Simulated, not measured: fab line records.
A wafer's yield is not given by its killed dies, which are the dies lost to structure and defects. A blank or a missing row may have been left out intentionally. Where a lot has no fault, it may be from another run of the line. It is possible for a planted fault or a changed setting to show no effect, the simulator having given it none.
Chamber matching	flow sky130	SKY_VIA3_CMP_02 on cmp-02 has 4 sister chambers
The step polishes SiO2. 18 wafers are shown with their chamber, then 9 later ones without.

== WAFERS, EACH WITH ITS CHAMBER ==
wafer	chamber	motor-current-A (A)	slurry-filter-dp-kPa (kPa)
L309.2	1	11.2	13.43
L309.3	0	12.3	13.42
L309.4	2	10.3	13.43
L312.1	2	9.6	13.40
L312.4	0	11.8	13.32
L312.6	1	12.0	13.75
L315.1	1	11.6	13.47
L315.2	0	11.5	13.36
L315.6	3	12.4	13.66
L317.2	1	11.3	13.61
L317.3	0	11.4	13.47
L317.6	0	11.9	13.42
L318.1	1	11.8	13.39
L318.3	3	12.0	13.49
L318.5	0	12.6	13.48
L321.1	2	10.7	13.41
L321.4	0	11.7	13.62
L321.6	2	9.9	13.52

SIGNATURES, as means of the wafers listed above
reading	chamber 0	chamber 1	chamber 2	chamber 3	scatter within a chamber
motor-current-A	11.886	11.580	10.125	12.200	0.407
slurry-filter-dp-kPa	13.4414	13.5300	13.4400	13.5750	0.11
Rule: for each reading, subtract the chamber's mean from the wafer's reading, divide by that reading's scatter and square the result; add these up over the readings and take the root, which gives the wafer's distance from the chamber. The wafer belongs to the nearest chamber; if the next one is less than 2 further off, it can't be placed. The scatter: take each reading less its chamber's mean, square it, sum over the shown wafers, divide by the number of wafers less the number of chambers, and take the root.

== WAFERS WITHOUT THEIR CHAMBER ==
wafer	motor-current-A (A)	slurry-filter-dp-kPa (kPa)
L324.2	10.9	13.56
L324.3	12.2	13.37
L324.4	9.2	13.45
L326.2	9.5	13.61
L326.4	12.0	13.46
L326.6	11.0	13.41
L329.3	9.9	13.43
L329.4	13.1	13.46
L329.5	11.0	13.41

== CHAMBER TAKEN BY EACH ==
wafer	from the rows above	in truth
L324.2	can't be placed: 1 or 2 or 0 or 3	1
L324.3	can't be placed: 0 or 3 or 1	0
L324.4	2	2
L326.2	2	2
L326.4	can't be placed: 0 or 3 or 1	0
L326.6	can't be placed: 1 or 2 or 0 or 3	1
L329.3	2	2
L329.4	can't be placed: 3 or 0 or 1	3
L329.5	can't be placed: 1 or 2 or 0 or 3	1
Correct placement for 3 of the 9. These rows do not allow placing 6 (true chamber among the candidates in 6). Placed wrongly: 0.
